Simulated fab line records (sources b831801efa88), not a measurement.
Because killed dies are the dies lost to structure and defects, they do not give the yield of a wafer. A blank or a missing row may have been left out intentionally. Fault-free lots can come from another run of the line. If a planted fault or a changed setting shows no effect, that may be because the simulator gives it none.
Matching of chambers    flow gf180mcu    GF_V1_CMP_26 on cmp-01 has 4 sister chambers
The step polishes, stops on SiO2, t overpolish 15 s, target thk 0 nm. 16 wafers are shown with their chamber, then 8 later ones without.

== EACH WAFER AND ITS CHAMBER ==
wafer   chamber  motor-current-A (A)  time-to-endpoint-s (s)
L452.2  3        11.9                 76
L452.3  2        12.4                 76
L452.6  3        11.9                 77
L458.2  1        10.7                 81
L458.4  2        12.5                 78
L458.5  0        10.5                 85
L461.1  0        11.1                 87
L461.3  1        10.9                 87
L461.6  0        10.5                 83
L462.2  3        12.6                 72
L462.3  2        12.1                 76
L462.4  1        10.8                 83
L470.1  0        10.6                 87
L470.3  1        11.2                 87
L470.6  0        10.2                 83
L471.2  3        11.8                 77

SIGNATURES (averages over the wafers above)
reading             chamber 0  chamber 1  chamber 2  chamber 3  scatter within a chamber
motor-current-A     10.580     10.900     12.333     12.050     0.298
time-to-endpoint-s  85.00      84.50      76.67      75.50      2.29
Rule: for each reading, subtract the chamber's mean from the wafer's reading, divide by that reading's scatter and square the result; add these up over the readings and take the root, which gives the wafer's distance from the chamber. The wafer belongs to the nearest chamber; if the next one is less than 2 further off, it can't be placed. How the scatter is found: for the shown wafers, subtract from each reading the mean of its chamber, square and add these, divide the total by (wafers less chambers), then take the root.

== WAFERS MISSING THEIR CHAMBER ==
wafer   motor-current-A (A)  time-to-endpoint-s (s)
L471.5  12.5                 80
L471.6  11.2                 82
L473.2  10.0                 88
L473.3  11.9                 81
L473.4  12.4                 82
L475.1  10.9                 85
L475.3  12.8                 80
L475.4  10.4                 84

== WHICH CHAMBER EACH WENT THROUGH ==
wafer   from the rows above           in truth
L471.5  can't be placed: 2 or 3       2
L471.6  can't be placed: 1 or 0       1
L473.2  can't be placed: 0 or 1       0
L473.3  can't be placed: 2 or 3 or 1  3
L473.4  can't be placed: 2 or 3       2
L475.1  can't be placed: 1 or 0       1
L475.3  can't be placed: 2 or 3       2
L475.4  can't be placed: 0 or 1       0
Correct placement for 0 of the 8. From these rows, 8 cannot be placed; in 8 the true chamber is one of the candidates. Wrongly placed: 0.
